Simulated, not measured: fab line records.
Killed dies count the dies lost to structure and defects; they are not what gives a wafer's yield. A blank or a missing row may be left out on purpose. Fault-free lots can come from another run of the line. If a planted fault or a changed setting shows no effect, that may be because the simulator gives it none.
Problem report in the 8D (eight disciplines) form, filled by code | flow gf180mcu | the parts of the form that need people (team, actions taken, sign-off) are left out

## 1. THE ISSUE
Mean SALICIDE_TIN_RS at GF_SALICIDE_RS_MEAS_04: 12.6 ohm/sq over 2 wafers in 2 lots; fault-free wafers: 16.3 ohm/sq, standard deviation 0.35. That puts it -10 standard deviations away from the usual mean.
The step: measures by four-point-probe.
Seen first at day 17 10:12 on film-metro-03, wafer L435.1. At this step, 36 wafers from 12 lots have a number in the record. The rule behind "out" and "out of limits": a value lying over 4 standard deviations away from the usual mean. The other wafers with a number count as sound.

## 2. WHAT IT IS; WHAT IT IS NOT
question                    | is                           | is not
which readings at this step | SALICIDE_TIN_RS              | -
which lots                  | L435, L436                   | L428, L429, L432, L433, L444, L445, L446, L447, L449, L450
which wafers of those lots  | L435.1, L436.3               | L435.2, L435.6, L436.2, L436.5
read on which gauges        | film-metro-02, film-metro-03 | film-metro-01
when                        | from day 17 10:12            | up to then (14 sound wafers); but 20 sound wafers of L436, L444, L445, L446, L447, L449, L450 came after

## 3. WHAT RULES OUT EACH SUSPECT
Counting: any tool at a process step up to the reading remains a suspect provided it ran every lot that is out. Sound lots after the first of them don't rule it out here, since some wafers of a struck lot are sound.
- the gauge at GF_SALICIDE_RS_MEAS_04 is ruled out. The wafers that are out were read on 2 gauges (film-metro-02, film-metro-03).
- pvd-sputter-01 at GF_SALICIDE_SPUTTER_03 (material TiN, target thk 20 nm, time 16.7 s): kept. Every lot that is out went through it, the first being L435 (day 17 10:10); the last sound lot it ran before that was L433 (day 16 16:41).
Remaining after the count: pvd-sputter-01 at GF_SALICIDE_SPUTTER_03.

## 4. THE CAUSE (what the simulator had put in)
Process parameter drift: pvd-sputter-01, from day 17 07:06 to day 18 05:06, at GF_SALICIDE_SPUTTER_03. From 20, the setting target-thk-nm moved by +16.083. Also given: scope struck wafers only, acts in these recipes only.
Counting left only this tool.

## 5. THE CHAIN OF EFFECTS, in route order
Rows list readings where the struck wafers' mean (over those with a number) sits beyond 3 standard deviations from the usual. Readings are gone through only where the record gives a usual standard deviation; hours: the median, over the lots, of the time from a lot's start at the first step in this table giving one to that lot's start at this step; sigmas: the change measured in usual standard deviations.
hours | step                    | reading          | usual       | on struck wafers | change | sigmas
0     | GF_SALICIDE_RS_MEAS_04  | SALICIDE_TIN_RS  | 16.3 ohm/sq | 12.6             | -3.7   | -10
0     | GF_SALICIDE_THK_MEAS_05 | SALICIDE_TIN_THK | 20.3 nm     | 36.7             | +16.4  | +51
At these later measuring or inspecting steps, every struck wafer for which the step has a row has a number for every such reading, and none has moved that far: GF_M5_CD_MEAS_07, GF_V5_RS_MEAS_24.

## 6. WHAT WOULD HAVE CAUGHT IT SOONER
In this record the first reading out of limits at a measuring or inspecting step was taken at day 17 10:12, 3 hours after the fault began at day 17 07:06.
No tool reading at GF_SALICIDE_SPUTTER_03 that has a usual standard deviation in the record was out on any struck wafer, so an alarm limit of 4 standard deviations on those readings would not have fired.
Lots out: 2; of these, L436 started GF_SALICIDE_SPUTTER_03 on pvd-sputter-01 after day 17 10:12. A tool hold placed at that time would have kept it from harm.
